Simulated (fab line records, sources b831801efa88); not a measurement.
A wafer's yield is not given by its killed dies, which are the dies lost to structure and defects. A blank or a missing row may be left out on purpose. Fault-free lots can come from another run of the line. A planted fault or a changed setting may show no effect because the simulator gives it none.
Chamber matching -- flow sky130 -- cmp-02 running SKY_VIA3_CMP_02: 4 sister chambers
The step polishes SiO2. 8 wafers are shown with their chamber, then 12 later ones without.

== WAFERS PAIRED WITH THEIR CHAMBERS ==
wafer,chamber,motorCurrentA (A),platenRpm (rpm)
L080.5,3,12.1,59.98
L083.3,3,11.1,60.00
L086.4,2,12.8,59.98
L088.3,0,9.2,59.99
L088.5,0,9.4,59.95
L090.1,1,11.9,60.01
L090.4,2,13.1,59.90
L090.5,1,11.8,60.00

== WAFERS WITH NO CHAMBER GIVEN ==
wafer,motorCurrentA (A),platenRpm (rpm)
L093.1,11.5,60.07
L093.2,13.6,60.03
L093.6,9.4,59.94
L095.1,12.2,59.97
L095.4,12.2,59.99
L095.6,11.4,60.03
L096.1,11.5,59.96
L096.2,9.2,60.00
L096.3,14.4,60.03
L097.2,13.6,59.99
L097.5,13.5,60.00
L097.6,11.5,59.94

== THE CHAMBER EACH PASSED THROUGH ==
wafer,from the rows above,in truth
L093.1,can't be placed: 1 or 3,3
L093.2,can't be placed: 2 or 1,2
L093.6,0,0
L095.1,can't be placed: 1 or 3 or 2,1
L095.4,can't be placed: 1 or 3 or 2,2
L095.6,can't be placed: 3 or 1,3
L096.1,can't be placed: 3 or 1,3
L096.2,0,0
L096.3,2,2
L097.2,2,2
L097.5,2,2
L097.6,can't be placed: 3 or 1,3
Placed correctly: 5 of 12. From these rows, 7 cannot be placed; in 7 the true chamber is one of the candidates. Number placed wrongly: 0.
How it was worked out, from the rows above alone: a wafer's distance from a chamber is the root of the sum, over the readings, of the square of ((its reading less the chamber's mean) divided by the reading's scatter). If the next closest chamber is less than 2 further off than the closest, the wafer can't be placed; otherwise it belongs to the closest. A chamber's mean is the mean of its shown wafers. The scatter: the root of (the sum of the squares of (reading less its chamber's mean) over the shown wafers, divided by (wafers less chambers)).
